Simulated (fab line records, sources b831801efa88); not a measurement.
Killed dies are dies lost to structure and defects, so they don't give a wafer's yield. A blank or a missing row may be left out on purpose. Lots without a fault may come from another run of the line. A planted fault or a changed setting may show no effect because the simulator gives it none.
fab line records | flow sky130
record lots=12 wafers=35 last_day=50
route steps=708 shown VIA2@520 CAPM@544 PAD_OPEN@708
lots that met no fault: from a run of the same line without faults
start_h: hours from the record's first day to the start of the lot's first wafer shown | wait_h: hours since the lot's step before | " the same as in the row above | L1.1+2: a row that stands for several wafers | - no value, or no start given | * or withheld: withheld | < > ~ a bound
route shown NAME@n: a module of which the file shows steps, and the number in the route of the first | usual: mean/standard deviation of fault-free wafers | same: alike in all rows | chamber/n: place in a boat | sites: the reading at each site | _std_site: their standard deviation | _edge_site: outer sites' mean less inner sites' | radius_mm: how far each site lies from the wafer's centre | mask NAME#n: copy n | behind: the tool/chamber that last shaped the wafer | hold: why the lot was held/for how many hours/how that ended | device: the transistor (n, p or np) that didn't switch | end of line: the same wafers' tests at the end of the route | a step without rows: its recipe alone | killed: dies lost to structure and defects at the first sort, not the wafer's yield | map: a wafer's dies, x killed, . not, _ none there
set.NAME: the setting as run; set.NAME@STEP: as run at that earlier step | model.NAME: the simulator's own value behind a step, which no gauge read
steps of the route over a sample of lots; a table a step, a row a wafer
services: from which hour (start_h, from the record's first day; less than 0 if before it) a tool's chamber was out of use, for how many hours, and why
## steps
# step SKY_VIA2_OVL_MEAS_13
# usual VIA2_OVL=-1/5.3
# columns lot.wafer tool chamber start_h wait_h VIA2_OVL[nm]
L971.2 overlay-01 - 863.05 0.1 -1
L971.5 " - " " 6
L971.6 " - " " 4
L972.2 overlay-01 - 864.50 0.1 1
L972.4 " - " " 6
L972.5 " - " " 5
L973.1 overlay-02 - 865.95 0.1 -6
L973.4 " - " " -1
L973.5 " - " " -3
L977.1 overlay-02 - 900.05 0.1 1
L977.2 " - " " -2
L977.3 " - " " 1
L978.2 overlay-02 - 909.26 0.1 2
L978.5 " - " " -2
L978.6 " - " " -2
L980.2 overlay-02 - 922.31 0.1 -6
L980.5 " - " " -2
L980.6 " - " " 2
L981.4 overlay-02 - 927.67 0.1 -7
L981.5 " - " " -1
L984.3 overlay-02 - 948.11 0.1 -10
L984.4 " - " " 1
L984.6 " - " " -5
L986.2 overlay-01 - 964.36 0.1 -2
L986.3 " - " " -6
L986.4 " - " " -4
L990.3 overlay-01 - 996.56 0.1 -4
L990.4 " - " " 2
L990.6 " - " " -1
L991.1 overlay-01 - 1012.05 0.1 -5
L991.2 " - " " 0
L991.6 " - " " 4
L993.3 overlay-02 - 1027.02 0.1 0
L993.5 " - " " 4
L993.6 " - " " 0
# step SKY_VIA2_RS_MEAS_22
# recipe thk_meas_gauge=four-point-probe reads=W_of_VIA2_CVD_21+TiN_of_VIA2_SPUTTER_20
# usual VIA2_W_RS=0.2640/0.0026
# columns lot.wafer tool chamber start_h wait_h VIA2_W_RS[ohm/sq]
L971.2 film_metro-03 - 864.08 0.1 0.2657
L971.5 " - " " 0.2623
L971.6 " - " " 0.2685
L972.2 film_metro-03 - 865.88 0.1 0.2644
L972.4 " - " " 0.2628
L972.5 " - " " 0.2633
L973.1 film_metro-03 - 866.96 0.1 0.2627
L973.4 " - " " 0.2609
L973.5 " - " " 0.2623
L977.1 film_metro-04 - 900.98 0.1 0.2635
L977.2 " - " " 0.2588
L977.3 " - " " 0.2642
L978.2 film_metro-04 - 910.20 0.1 0.2619
L978.5 " - " " 0.2610
L978.6 " - " " 0.2617
L980.2 film_metro-03 - 923.25 0.1 0.2585
L980.5 " - " " 0.2613
L980.6 " - " " 0.2590
L981.4 film_metro-02 - 928.63 0.1 0.2651
L981.5 " - " " 0.2658
L984.3 film_metro-02 - 949.06 0.1 0.2654
L984.4 " - " " 0.2647
L984.6 " - " " 0.2628
L986.2 film_metro-02 - 965.30 0.1 0.2653
L986.3 " - " " 0.2667
L986.4 " - " " 0.2657
L990.3 film_metro-03 - 997.51 0.1 0.2688
L990.4 " - " " 0.2645
L990.6 " - " " 0.2699
L991.1 film_metro-02 - 1012.97 0.1 0.2618
L991.2 " - " " 0.2643
L991.6 " - " " 0.2650
L993.3 film_metro-04 - 1027.97 0.1 0.2650
L993.5 " - " " 0.2617
L993.6 " - " " 0.2655
# step SKY_CAPM_COAT_07
# recipe resist=NOVOLAK spin_rpm=3000 resist_thk_nm=1140
# usual spin_speed_rpm=3000.1/2.2
# columns lot.wafer tool chamber start_h wait_h spin_speed_rpm
L971.2 litho_track-03 0 877.80 0.1 3001.1
L971.5 " 0 " " 3003.0
L971.6 " 0 " " 2998.9
L972.2 litho_track-04 0 879.72 0.1 2994.9
L972.4 " 0 " " 2999.6
L972.5 " 0 " " 2999.4
L973.1 litho_track-02 0 880.28 0.1 2999.7
L973.4 " 0 " " 2999.3
L973.5 " 0 " " 3000.9
L977.1 litho_track-02 0 914.08 0.1 3000.6
L977.2 " 0 " " 3000.4
L977.3 " 0 " " 3000.1
L978.2 litho_track-03 0 922.25 0.1 3001.4
L978.5 " 0 " " 3000.4
L978.6 " 0 " " 2998.6
L980.2 litho_track-02 0 936.71 0.1 3005.5
L980.5 " 0 " " 3003.2
L980.6 " 0 " " 3001.3
L981.4 litho_track-03 0 941.35 0.1 3148.6
L981.5 " 0 " " 3149.4
L984.3 litho_track-04 0 961.94 0.1 2997.4
L984.4 " 0 " " 3000.2
L984.6 " 0 " " 3001.1
L986.2 litho_track-03 0 977.70 0.1 3149.5
L986.3 " 0 " " 3150.1
L986.4 " 0 " " 3150.2
L990.3 litho_track-02 0 1009.78 0.1 3001.2
L990.4 " 0 " " 3001.5
L990.6 " 0 " " 3000.8
L991.1 litho_track-04 0 1024.94 0.1 3000.1
L991.2 " 0 " " 3002.0
L991.6 " 0 " " 2992.5
L993.3 litho_track-03 0 1040.08 0.1 2997.9
L993.5 " 0 " " 2996.3
L993.6 " 0 " " 2997.6
# step SKY_CAPM_OVL_MEAS_12
# usual CAPM_OVL=0.4/1.1
# columns lot.wafer tool chamber start_h wait_h CAPM_OVL[nm]
L971.2 overlay-01 - 889.93 0.1 1.8
L971.5 " - " " 2.0
L971.6 " - " " 0.6
L972.2 overlay-01 - 891.53 0.1 -1.1
L972.4 " - " " -0.5
L972.5 " - " " 0.8
L973.1 overlay-01 - 892.13 0.1 2.8
L973.4 " - " " 0.2
L973.5 " - " " 2.5
L977.1 overlay-02 - 926.53 0.1 -0.2
L977.2 " - " " 1.2
L977.3 " - " " 1.1
L978.2 overlay-01 - 934.99 0.1 -1.2
L978.5 " - " " 2.5
L978.6 " - " " -0.2
L980.2 overlay-01 - 948.79 0.1 -0.1
L980.5 " - " " 1.1
L980.6 " - " " -1.5
L981.4 overlay-02 - 952.96 0.1 -1.6
L981.5 " - " " -1.0
L984.3 overlay-02 - 973.09 0.1 0.8
L984.4 " - " " -1.1
L984.6 " - " " -1.9
L986.2 overlay-01 - 989.60 0.1 0.6
L986.3 " - " " 1.3
L986.4 " - " " 0.6
L990.3 overlay-02 - 1021.30 0.1 -0.2
L990.4 " - " " 1.2
L990.6 " - " " 0.2
L991.1 overlay-01 - 1036.43 0.1 2.7
L991.2 " - " " 0.6
L991.6 " - " " 0.7
L993.3 overlay-01 - 1050.85 0.1 0.5
L993.5 " - " " -1.3
L993.6 " - " " -1.8
# step SKY_CAPM_STRIP_14
# recipe chemistry=O2/N2 power_w=1400 pressure_mtorr=1500 platen_temp_c=withheld o2_flow_sccm=3000 n2_flow_sccm=300 overash_fraction=0.5
# usual drypump_motor_current_A=5.7/0.49 oes_product_au=0.710/0.0041 strip_time_to_endpoint_s=12.65/0.058
# columns lot.wafer tool chamber start_h wait_h drypump_motor_current_A oes_product_au rf_hours_counter_h strip_time_to_endpoint_s
L971.2 plasma_asher-02 1 890.04 0.1 6.1 0.710 76 12.71
L971.5 " 0 " " 5.0 0.711 - 12.68
L971.6 " 1 " " 6.1 0.717 - 12.67
L972.2 plasma_asher-01 1 891.64 0.1 5.7 0.701 48 12.75
L972.4 " 0 " " 6.3 0.699 - 12.67
L972.5 " 0 " " 6.3 0.714 - 12.74
L973.1 plasma_asher-02 0 892.24 0.1 5.0 0.707 77 12.77
L973.4 " 0 " " 5.0 0.707 - 12.75
L973.5 " 0 " " 5.0 0.708 - 12.72
L977.1 plasma_asher-02 1 926.64 0.1 6.1 0.719 80 12.59
L977.2 " 0 " " 5.0 0.713 80 12.63
L977.3 " 1 " " 6.1 0.710 - 12.62
L978.2 plasma_asher-03 0 935.09 0.1 5.2 0.706 16 12.56
L978.5 " 0 " " 5.2 0.710 - 12.57
L978.6 " 1 " " 6.1 0.709 - 12.58
L980.2 plasma_asher-02 1 948.89 0.1 6.1 0.712 82 12.71
L980.5 " 1 " " 6.1 0.708 - 12.67
L980.6 " 0 " " 5.0 0.714 - 12.70
L981.4 plasma_asher-02 1 953.09 0.1 6.1 0.714 - 12.32
L981.5 " 0 " " 5.0 0.710 - 12.32
L984.3 plasma_asher-01 0 973.23 0.1 6.3 0.711 - 12.60
L984.4 " 1 " " 5.7 0.710 - 12.56
L984.6 " 1 " " 5.7 0.716 - 12.55
L986.2 plasma_asher-03 1 989.70 0.1 6.0 0.712 21 12.25
L986.3 " 1 " " 6.0 0.703 - 12.23
L986.4 " 0 " " 5.2 0.711 - 12.31
L990.3 plasma_asher-02 0 1021.44 0.1 5.0 0.720 - 12.63
L990.4 " 1 " " 6.1 0.712 - 12.66
L990.6 " 1 " " 6.1 0.706 - 12.67
L991.1 plasma_asher-01 1 1036.54 0.1 5.7 0.706 62 12.67
L991.2 " 0 " " 6.4 0.702 62 12.63
L991.6 " 1 " " 5.7 0.709 - 12.63
L993.3 plasma_asher-03 1 1050.99 0.1 6.0 0.712 - 12.59
L993.5 " 0 " " 5.2 0.711 - 12.58
L993.6 " 1 " " 6.1 0.706 - 12.50
# step SKY_PAD_OPEN_PROBE_99
# usual defect_limited_yield=82.5/1.8 killed_at_M0_to_M3=45/6.8 killed_at_M4_up=3.1/2 killed_at_contacts=23/5.2 killed_at_front_end=14/3.7 killed_at_other=0.3/0.61 killed_dies=86/9 killed_open=46/6.9 killed_short=39/6.4 sort_bin_3_pad_short=0.9/0.44 sort_bin_5_function=10.5/1.4 sort_bin_6_memory=6.1/1.1 sort_bin_8_speed=0.01/0.052 sort_n_pass=406/9 sort_yield_pct=82.5/1.8
# same gross_dies=492 killed_at_back_side=0 sort_bin_4_leakage[%]=0
# columns lot.wafer tool chamber start_h wait_h defect_limited_yield[%] killed_at_M0_to_M3 killed_at_M4_up killed_at_contacts killed_at_front_end killed_at_other killed_dies killed_open killed_short sort_bin_3_pad_short[%] sort_bin_5_function[%] sort_bin_6_memory[%] sort_bin_8_speed[%] sort_n_pass sort_yield_pct[%]
L971.2 prober-02 - 1086.88 0.1 83.9 35 3 28 11 2 79 36 43 0.6 9.6 5.9 0.20 412 83.7
L971.5 prober-02 - 1087.03 0.2 81.9 55 3 20 10 1 89 45 44 1.2 9.8 7.1 0 403 81.9
L971.6 prober-02 - 1087.08 0.2 83.1 38 2 28 14 1 83 44 39 1.2 8.7 6.9 0 409 83.1
L972.2 prober-01 - 1088.01 0.1 83.7 38 0 26 16 0 80 48 32 0.6 9.8 5.9 0 412 83.7
L972.4 prober-01 - 1088.11 0.2 81.7 50 6 18 16 0 90 41 48 1.6 10.6 6.1 0 402 81.7
L972.5 prober-01 - 1088.16 0.2 82.9 40 4 16 24 0 84 49 34 0.8 8.3 7.9 0 408 82.9
L973.1 prober-02 - 1088.95 0.1 85.0 41 4 17 12 0 74 45 28 1.2 9.1 4.7 0 418 85.0
L973.4 prober-02 - 1089.10 0.2 84.3 33 3 24 17 0 77 45 29 0.4 9.1 6.1 0 415 84.3
L973.5 prober-02 - 1089.15 0.2 83.3 35 2 28 17 0 82 54 28 0.6 11.0 5.1 0 410 83.3
L977.1 prober-02 - 1116.03 0.1 81.3 43 5 25 19 0 92 54 38 0.4 11.2 7.1 0 400 81.3
L977.2 prober-02 - 1116.08 0.1 83.7 46 0 24 10 0 80 50 30 0.4 11.0 4.9 0 412 83.7
L977.3 prober-02 - 1116.13 0.2 79.7 45 1 41 13 0 100 53 47 1.2 10.6 8.5 0 392 79.7
L978.2 prober-01 - 1120.86 0.1 84.6 37 5 26 8 0 76 42 34 0.2 9.1 6.1 0 416 84.6
L978.5 prober-01 - 1121.01 0.2 83.5 38 1 20 21 1 81 33 48 0.8 10.4 5.3 0 411 83.5
L978.6 prober-01 - 1121.06 0.2 83.1 42 0 28 13 0 83 40 43 1.2 9.1 6.5 0 409 83.1
L980.2 prober-01 - 1134.05 0.1 78.7 54 7 27 17 0 105 59 46 2.2 12.0 7.1 0 387 78.7
L980.5 prober-01 - 1134.20 0.2 83.3 42 3 23 14 0 82 39 43 1.0 10.0 5.7 0 410 83.3
L980.6 prober-01 - 1134.25 0.2 82.1 52 2 19 14 1 88 40 48 0.8 10.8 6.3 0 404 82.1
L981.4 prober-02 - 1139.31 0.2 83.5 37 4 27 13 0 81 42 39 0.8 10.4 5.3 0 411 83.5
L981.5 prober-02 - 1139.36 0.2 81.9 48 4 23 14 0 89 43 46 1.2 11.4 5.5 0 403 81.9
L984.3 prober-01 - 1153.86 0.2 79.5 43 5 34 19 0 101 61 40 1.4 10.8 8.3 0 391 79.5
L984.4 prober-01 - 1153.91 0.2 84.8 43 5 15 11 1 75 39 35 1.0 9.6 4.7 0 417 84.8
L984.6 prober-01 - 1154.01 0.2 80.9 50 2 28 14 0 94 47 47 1.8 11.6 5.7 0 398 80.9
L986.2 prober-01 - 1165.35 0.1 82.1 33 3 34 18 0 88 48 40 0.2 11.0 6.7 0 404 82.1
L986.3 prober-01 - 1165.40 0.2 81.3 47 6 22 15 2 92 53 39 1.0 11.8 5.9 0 400 81.3
L986.4 prober-01 - 1165.45 0.2 80.9 44 2 29 19 0 94 50 44 0.4 13.2 5.5 0 398 80.9
L990.3 prober-01 - 1187.73 0.2 83.9 44 7 20 7 1 79 43 35 1.2 9.6 5.3 0 413 83.9
L990.4 prober-01 - 1187.78 0.2 79.9 60 0 25 14 0 99 54 45 1.0 11.6 7.5 0 393 79.9
L990.6 prober-01 - 1187.88 0.2 81.9 41 3 33 11 1 89 53 36 1.2 9.1 7.7 0 403 81.9
L991.1 prober-01 - 1199.67 0.1 84.6 41 1 27 7 0 76 43 33 0.4 9.3 5.7 0 416 84.6
L991.2 prober-01 - 1199.72 0.1 85.8 36 2 16 16 0 70 35 35 0.6 9.3 4.3 0 422 85.8
L991.6 prober-01 - 1199.92 0.2 83.5 43 2 19 17 0 81 44 37 1.2 9.6 5.7 0 411 83.5
L993.3 prober-02 - 1209.21 0.2 78.7 56 1 29 19 0 105 61 43 0.2 15.2 5.9 0 387 78.7
L993.5 prober-02 - 1209.31 0.2 82.1 45 9 23 11 0 88 38 50 0.8 11.2 5.9 0 404 82.1
L993.6 prober-02 - 1209.36 0.2 84.8 41 2 17 15 0 75 36 38 0.2 10.8 4.3 0 417 84.8
# killed by level:class
L971.2 CONTACT:geometric_particle:open=10 METAL1:geometric_particle:short=8 LI_CONTACT:geometric_particle:open=6 LI_CONTACT:geometric_particle:short=5 METAL2:geometric_particle:short=5 VIA3:geometric_particle:open=5 POLY_GATE:geometric_particle:short=4 VIA1:geometric_particle:open=4
L971.5 VIA1:geometric_particle:open=13 VIA1:geometric_particle:short=8 VIA3:geometric_particle:open=7 CONTACT:geometric_particle:open=7 METAL2:geometric_particle:short=7 LOCAL_INTERCONNECT:geometric_particle:short=6 LI_CONTACT:geometric_particle:open=5 METAL1:geometric_particle:short=5
L971.6 LI_CONTACT:geometric_particle:open=11 VIA1:geometric_particle:open=9 CONTACT:geometric_particle:open=8 METAL1:geometric_particle:short=5 VIA3:geometric_particle:open=5 CONTACT:geometric_particle:short=4 METAL2:geometric_particle:short=4 METAL3:geometric_particle:short=4
L972.2 VIA2:geometric_particle:open=10 LI_CONTACT:geometric_particle:open=7 VIA1:geometric_particle:open=7 LOCAL_INTERCONNECT:geometric_particle:short=6 VIA3:geometric_particle:open=6 CONTACT:geometric_particle:short=6 POLY_GATE:geometric_particle:open=5 CONTACT:geometric_particle:open=5
L972.4 VIA1:geometric_particle:open=19 CONTACT:geometric_particle:short=8 POLY_GATE:geometric_particle:open=6 METAL1:geometric_particle:short=6 VIA2:geometric_particle:short=5 POLY_GATE:geometric_particle:short=4 LI_CONTACT:geometric_particle:open=4 VIA2:geometric_particle:open=4
L972.5 VIA1:geometric_particle:open=13 POLY_GATE:geometric_particle:open=6 METAL2:geometric_particle:short=6 FIELD_ISO:geometric_particle:open=5 CONTACT:geometric_particle:short=5 CONTACT:geometric_particle:open=5 VIA3:geometric_particle:open=5 POLY_GATE:geometric_particle:short=4
L973.1 VIA1:geometric_particle:open=13 VIA2:geometric_particle:open=8 CONTACT:geometric_particle:open=6 CONTACT:geometric_particle:short=5 METAL2:geometric_particle:short=5 VIA3:geometric_particle:open=5 FIELD_ISO:geometric_particle:open=4 LI_CONTACT:geometric_particle:open=4
L973.4 VIA1:geometric_particle:open=9 CONTACT:geometric_particle:open=8 LI_CONTACT:geometric_particle:open=7 FIELD_ISO:geometric_particle:open=5 LOCAL_INTERCONNECT:geometric_particle:short=4 METAL1:geometric_particle:short=4 FIELD_ISO:geometric_particle:short=3 POLY_GATE:geometric_particle:open=3
L973.5 CONTACT:geometric_particle:open=16 VIA2:geometric_particle:open=8 LI_CONTACT:geometric_particle:open=7 POLY_GATE:geometric_particle:open=6 VIA1:geometric_particle:open=6 VIA1:geometric_particle:short=5 FIELD_ISO:geometric_particle:short=4 POLY_GATE:geometric_particle:short=4
L977.1 LI_CONTACT:geometric_particle:open=9 VIA1:geometric_particle:open=9 VIA3:geometric_particle:open=9 CONTACT:geometric_particle:open=8 FIELD_ISO:geometric_particle:open=7 METAL2:geometric_particle:short=6 SPACER:geometric_particle:open=5 METAL1:geometric_particle:short=5
L977.2 VIA2:geometric_particle:open=15 CONTACT:geometric_particle:open=8 VIA1:geometric_particle:open=8 FIELD_ISO:geometric_particle:short=5 LI_CONTACT:geometric_particle:open=5 LI_CONTACT:geometric_particle:short=5 VIA3:geometric_particle:open=5 METAL1:geometric_particle:short=4
L977.3 VIA1:geometric_particle:open=13 CONTACT:geometric_particle:open=13 LI_CONTACT:geometric_particle:short=9 LI_CONTACT:geometric_particle:open=9 LOCAL_INTERCONNECT:geometric_particle:short=8 VIA2:geometric_particle:open=7 METAL1:geometric_particle:short=6 SPACER:geometric_particle:short=4
L978.2 CONTACT:geometric_particle:open=9 VIA1:geometric_particle:open=8 LI_CONTACT:geometric_particle:open=7 VIA1:geometric_particle:short=7 FIELD_ISO:geometric_particle:open=6 METAL2:geometric_particle:short=6 VIA2:geometric_particle:open=5 LI_CONTACT:geometric_particle:short=4
L978.5 FIELD_ISO:geometric_particle:short=7 METAL1:geometric_particle:short=7 VIA1:geometric_particle:open=7 POLY_GATE:geometric_particle:short=5 LI_CONTACT:geometric_particle:open=5 CONTACT:geometric_particle:short=5 CONTACT:geometric_particle:open=4 VIA2:geometric_particle:short=4
L978.6 VIA1:geometric_particle:open=10 CONTACT:geometric_particle:short=9 VIA3:geometric_particle:short=7 LOCAL_INTERCONNECT:geometric_particle:short=7 VIA2:geometric_particle:open=6 LI_CONTACT:geometric_particle:open=6 POLY_GATE:geometric_particle:open=4 CONTACT:geometric_particle:open=4
L980.2 VIA1:geometric_particle:open=16 CONTACT:geometric_particle:open=9 VIA2:geometric_particle:open=9 LI_CONTACT:geometric_particle:open=7 POLY_GATE:geometric_particle:short=6 CONTACT:geometric_particle:short=6 VIA1:geometric_particle:short=6 METAL4:geometric_particle:short=5
L980.5 METAL2:geometric_particle:short=9 VIA1:geometric_particle:open=9 METAL1:geometric_particle:short=8 LI_CONTACT:geometric_particle:open=7 CONTACT:geometric_particle:open=6 FIELD_ISO:geometric_particle:open=5 LOCAL_INTERCONNECT:geometric_particle:short=4 CONTACT:geometric_particle:short=4
L980.6 METAL2:geometric_particle:short=14 VIA1:geometric_particle:open=10 LI_CONTACT:geometric_particle:open=7 METAL1:geometric_particle:short=7 CONTACT:geometric_particle:open=6 VIA2:geometric_particle:short=5 FIELD_ISO:geometric_particle:short=3 POLY_GATE:geometric_particle:short=3
L981.4 CONTACT:geometric_particle:open=9 VIA2:geometric_particle:open=8 VIA1:geometric_particle:open=8 LI_CONTACT:geometric_particle:open=5 LOCAL_INTERCONNECT:geometric_particle:short=5 CONTACT:geometric_particle:short=5 METAL2:geometric_particle:short=5 VIA3:geometric_particle:open=5
L981.5 CONTACT:geometric_particle:open=9 METAL2:geometric_particle:short=8 VIA1:geometric_particle:open=8 METAL1:geometric_particle:short=7 VIA2:geometric_particle:open=5 LOCAL_INTERCONNECT:geometric_particle:short=5 VIA3:geometric_particle:open=5 POLY_GATE:geometric_particle:short=4
L984.3 VIA1:geometric_particle:open=13 LI_CONTACT:geometric_particle:open=11 CONTACT:geometric_particle:open=10 METAL1:geometric_particle:short=6 LOCAL_INTERCONNECT:geometric_particle:short=6 VIA2:geometric_particle:open=6 FIELD_ISO:geometric_particle:open=5 POLY_GATE:geometric_particle:open=5
L984.4 VIA1:geometric_particle:open=16 CONTACT:geometric_particle:open=7 VIA2:geometric_particle:open=7 METAL1:geometric_particle:short=5 VIA1:geometric_particle:short=5 LI_CONTACT:geometric_particle:open=4 VIA3:geometric_particle:short=4 METAL4:geometric_particle:short=4
L984.6 CONTACT:geometric_particle:open=12 VIA1:geometric_particle:open=11 VIA2:geometric_particle:open=7 LOCAL_INTERCONNECT:geometric_particle:short=7 VIA2:geometric_particle:short=7 VIA3:geometric_particle:open=6 METAL1:geometric_particle:short=5 VIA3:geometric_particle:short=5
L986.2 VIA1:geometric_particle:open=11 CONTACT:geometric_particle:open=9 FIELD_ISO:geometric_particle:short=8 LI_CONTACT:geometric_particle:open=8 LOCAL_INTERCONNECT:geometric_particle:short=7 CONTACT:geometric_particle:short=5 METAL2:geometric_particle:short=5 VIA2:geometric_particle:open=5
L986.3 LI_CONTACT:geometric_particle:open=9 FIELD_ISO:geometric_particle:open=8 CONTACT:geometric_particle:open=8 VIA1:geometric_particle:open=7 METAL1:geometric_particle:short=7 VIA2:geometric_particle:short=7 VIA3:geometric_particle:open=7 VIA2:geometric_particle:open=6
L986.4 CONTACT:geometric_particle:open=14 VIA1:geometric_particle:open=7 VIA3:geometric_particle:open=7 VIA1:geometric_particle:short=6 METAL2:geometric_particle:short=6 FIELD_ISO:geometric_particle:open=5 FIELD_ISO:geometric_particle:short=5 CONTACT:geometric_particle:short=5
L990.3 VIA3:geometric_particle:open=13 METAL1:geometric_particle:short=9 CONTACT:geometric_particle:open=8 VIA2:geometric_particle:open=7 METAL4:geometric_particle:short=6 LI_CONTACT:geometric_particle:open=5 CONTACT:geometric_particle:short=5 FIELD_ISO:geometric_particle:open=4
L990.4 VIA1:geometric_particle:open=13 CONTACT:geometric_particle:open=12 VIA2:geometric_particle:open=11 METAL2:geometric_particle:short=10 METAL1:geometric_particle:short=6 FIELD_ISO:geometric_particle:short=5 CONTACT:geometric_particle:short=5 VIA1:geometric_particle:short=5
L990.6 CONTACT:geometric_particle:open=13 VIA3:geometric_particle:open=13 LI_CONTACT:geometric_particle:open=7 LI_CONTACT:geometric_particle:short=6 VIA1:geometric_particle:open=6 VIA2:geometric_particle:open=6 POLY_GATE:geometric_particle:short=4 CONTACT:geometric_particle:short=4
L991.1 CONTACT:geometric_particle:open=12 LI_CONTACT:geometric_particle:open=9 VIA1:geometric_particle:open=7 METAL1:geometric_particle:short=6 METAL2:geometric_particle:short=5 VIA3:geometric_particle:open=5 VIA2:geometric_particle:open=4 VIA2:geometric_particle:short=4
L991.2 VIA1:geometric_particle:open=11 POLY_GATE:geometric_particle:short=7 VIA2:geometric_particle:open=6 FIELD_ISO:geometric_particle:short=5 CONTACT:geometric_particle:open=5 METAL1:geometric_particle:short=5 VIA1:geometric_particle:short=5 FIELD_ISO:geometric_particle:open=3
L991.6 VIA1:geometric_particle:open=14 CONTACT:geometric_particle:open=7 METAL3:geometric_particle:short=6 FIELD_ISO:geometric_particle:open=5 LI_CONTACT:geometric_particle:open=5 VIA1:geometric_particle:short=5 FIELD_ISO:geometric_particle:short=4 POLY_GATE:geometric_particle:short=4
L993.3 VIA1:geometric_particle:open=11 LI_CONTACT:geometric_particle:open=11 CONTACT:geometric_particle:open=10 METAL2:geometric_particle:short=10 VIA2:geometric_particle:open=9 VIA3:geometric_particle:open=9 FIELD_ISO:geometric_particle:short=7 VIA3:geometric_particle:short=6
L993.5 VIA1:geometric_particle:open=12 VIA1:geometric_particle:short=8 METAL4:geometric_particle:short=8 CONTACT:geometric_particle:open=7 VIA3:geometric_particle:open=6 LOCAL_INTERCONNECT:geometric_particle:short=6 FIELD_ISO:geometric_particle:short=5 METAL2:geometric_particle:short=5
L993.6 VIA1:geometric_particle:open=11 CONTACT:geometric_particle:short=7 FIELD_ISO:geometric_particle:short=5 METAL1:geometric_particle:short=5 VIA2:geometric_particle:open=5 VIA3:geometric_particle:open=5 METAL2:geometric_particle:short=4 LI_CONTACT:geometric_particle:open=3
## services
# columns tool chamber start_h hours kind
litho_track-04 - 888.00 - consumable_replace:filter
litho_track-02 - 889.09 - consumable_replace:filter
plasma_asher-03 - 891.02 2.3 repair
plasma_asher-01 - 908.18 2.8 pm
plasma_asher-03 - 914.56 0.4 repair
plasma_asher-01 - 983.80 0.5 repair
plasma_asher-03 - 1023.49 1.2 repair
plasma_asher-03 - 1029.62 1.6 repair
plasma_asher-01 - 1038.17 1.8 repair
## key
first_sign step=SKY_CAPM_COAT_07 reading=spin_speed_rpm direction=up sigmas=67 usual=3000.1 struck=3149.6
effect step=SKY_CAPM_STRIP_14 reading=strip_time_to_endpoint_s direction=down sigmas=6.2 usual=* struck=*
met_at SKY_CAPM_COAT_07
struck_lots L981,L986
not_acting_at SKY_VIA2_OVL_MEAS_13,SKY_VIA2_RS_MEAS_22,SKY_CAPM_OVL_MEAS_12
onset_between 922.25 941.35
fault kind=process_parameter_drift tool=litho_track-03 chamber=- onset_h=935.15 steps=SKY_CAPM_COAT_07 channel=spin_rpm offset=147.88 shape=step end_h=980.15 acts_in=these_recipes_only stated=3000
